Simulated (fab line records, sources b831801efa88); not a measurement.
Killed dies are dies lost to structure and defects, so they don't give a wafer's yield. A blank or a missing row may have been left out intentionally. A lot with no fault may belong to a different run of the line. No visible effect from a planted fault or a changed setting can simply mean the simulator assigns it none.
Which of the tools did it?	flow gf180mcu	Sampling: 15 lots, 45 wafers, 4 of 602 route steps

WHAT THE GAUGES SHOWED, per wafer
GF_V5_RS_MEAS_24: a four-point-probe measurement. Usual: V5_W_RS gives 0.327 ohm/sq (standard deviation 0.0043).
lot	measured	on	V5_W_RS (ohm/sq)	flag
L253	day 26 22:27	film_metro-03	0.322 0.323 0.326	
L254	day 27 12:49	film_metro-03	0.323 0.320 0.320	
L255	day 28 15:11	film_metro-03	0.326 0.326 0.328	
L256	day 28 16:00	film_metro-04	0.317 0.319 0.321	
L268	day 32 04:19	film_metro-04	0.329 0.329 0.332	
L269	day 32 06:30	film_metro-04	0.324 0.325 0.328	
L270	day 32 11:27	film_metro-03	0.332 0.330 0.330	
L271	day 32 10:53	film_metro-03	0.330 0.327 0.328	
L272	day 32 20:23	film_metro-04	0.332 0.332 0.330	
L273	day 33 04:14	film_metro-02	0.330 0.333 0.329	
L275	day 33 14:40	film_metro-03	0.326 0.331 0.327	
L276	day 33 20:32	film_metro-04	0.319 0.329 0.330	

GF_TOP_METAL_THK_MEAS_06: measures by xrf. Usual: TOP_METAL_ALCU_THK gives 892 nm (standard deviation 11).
lot	measured	on	TOP_METAL_ALCU_THK (nm)	flag
L253	day 26 23:15	film_metro-03	894 891 901	
L254	day 27 13:49	film_metro-01	900 902 892	
L255	day 28 16:01	film_metro-01	878 890 869	
L256	day 28 16:58	film_metro-04	892 893 885	
L268	day 32 05:08	film_metro-04	887 895 903	
L269	day 32 07:19	film_metro-03	891 904 884	
L270	day 32 12:16	film_metro-04	894 890 892	
L271	day 32 11:43	film_metro-01	885 894 883	
L272	day 32 21:13	film_metro-04	877 894 897	
L273	day 33 05:04	film_metro-04	900 894 878	
L275	day 33 15:29	film_metro-03	906 900 892	
L276	day 33 21:22	film_metro-01	899 871 870	

WHAT TOOL EACH LOT RAN ON (gives the tool, then ch and the chambers of the sampled wafers, and finally the start)
lot	GF_HV_LDD_DEVELOP_18	GF_V4_SPUTTER_22
L253	litho_track-04 ch 0, day 10 14:48	pvd_sputter-01, day 24 02:21
L254	litho_track-04 ch 0, day 11 00:54	pvd_sputter-02, day 24 15:40
L255	litho_track-04 ch 0, day 11 10:47	pvd_sputter-02, day 25 06:37
L256	litho_track-04 ch 0, day 11 13:45	pvd_sputter-01, day 25 07:44
L257	litho_track-04 ch 0, day 12 00:35	-
L261	litho_track-04 ch 0, day 13 05:06	-
L262	litho_track-04 ch 0, day 13 14:29	-
L268	litho_track-01 ch 0, day 15 16:24	pvd_sputter-01, day 29 18:37
L269	litho_track-01 ch 0, day 15 23:46	pvd_sputter-01, day 29 22:55
L270	litho_track-03 ch 0, day 16 05:17	pvd_sputter-02, day 30 02:35
L271	litho_track-03 ch 0, day 16 10:02	pvd_sputter-01, day 30 03:41
L272	litho_track-04 ch 0, day 16 16:23	pvd_sputter-02, day 30 13:05
L273	litho_track-01 ch 0, day 17 04:57	pvd_sputter-02, day 30 21:29
L275	litho_track-03 ch 0, day 17 16:40	pvd_sputter-03, day 31 10:44
L276	litho_track-03 ch 0, day 18 02:08	pvd_sputter-01, day 31 15:59
- GF_HV_LDD_DEVELOP_18: develop time 60 s.
- GF_V4_SPUTTER_22: material TiN, target thk 10 nm, time 40 s.

AS READ BY THE TOOLS THEMSELVES (means over the sampled wafers that have a number; for cases with no such wafer, the mark the record gives instead)
GF_HV_LDD_DEVELOP_18. Usual: 44.7 Pa for exhaust_pa, sd 0.86.
lot	tool	exhaust_pa (Pa)	flag
L253	litho_track-04	45.5	
L254	litho_track-04	45.2	
L255	litho_track-04	44.7	
L256	litho_track-04	46.1	
L257	litho_track-04	44.6	
L261	litho_track-04	44.5	
L262	litho_track-04	43.6	
L268	litho_track-01	44.1	
L269	litho_track-01	43.9	
L270	litho_track-03	45.6	
L271	litho_track-03	44.2	
L272	litho_track-04	45.0	
L273	litho_track-01	45.3	
L275	litho_track-03	45.5	
L276	litho_track-03	45.9	

GF_V4_SPUTTER_22. Usual: chamber_pressure_pa 4.999 Pa, standard deviation 0.01; throttle_valve_pct 30.5 %, standard deviation 0.7.
lot	tool	chamber_pressure_pa (Pa)	throttle_valve_pct (%)	flag
L253	pvd_sputter-01	4.996	30.5	
L254	pvd_sputter-02	4.993	30.2	
L255	pvd_sputter-02	4.995	31.0	
L256	pvd_sputter-01	5.000	30.4	
L268	pvd_sputter-01	5.009	30.6	
L269	pvd_sputter-01	5.005	30.7	
L270	pvd_sputter-02	5.002	30.0	
L271	pvd_sputter-01	4.994	30.4	
L272	pvd_sputter-02	5.001	30.5	
L273	pvd_sputter-02	4.998	30.8	
L275	pvd_sputter-03	5.001	30.8	
L276	pvd_sputter-01	4.987	30.3	

THE ANSWER, worked out from the rows above alone
Rule: lot off if the mean of its wafers having a number is beyond 3 standard deviations from the usual mean. Also off: a lot with no number at a reading for which 4 or more lots have one. All remaining lots with rows at the step are treated as sound. First the gauges in route order, then the tools' own readings, where a lot's mean is used as printed above. At the first step where some lot is off, the reading lying furthest off is the one used; lots without a number count as furthest.
None of the lots is off at any reading shown; this tells nothing.

WHAT HAD BEEN PUT IN BY THE SIMULATOR
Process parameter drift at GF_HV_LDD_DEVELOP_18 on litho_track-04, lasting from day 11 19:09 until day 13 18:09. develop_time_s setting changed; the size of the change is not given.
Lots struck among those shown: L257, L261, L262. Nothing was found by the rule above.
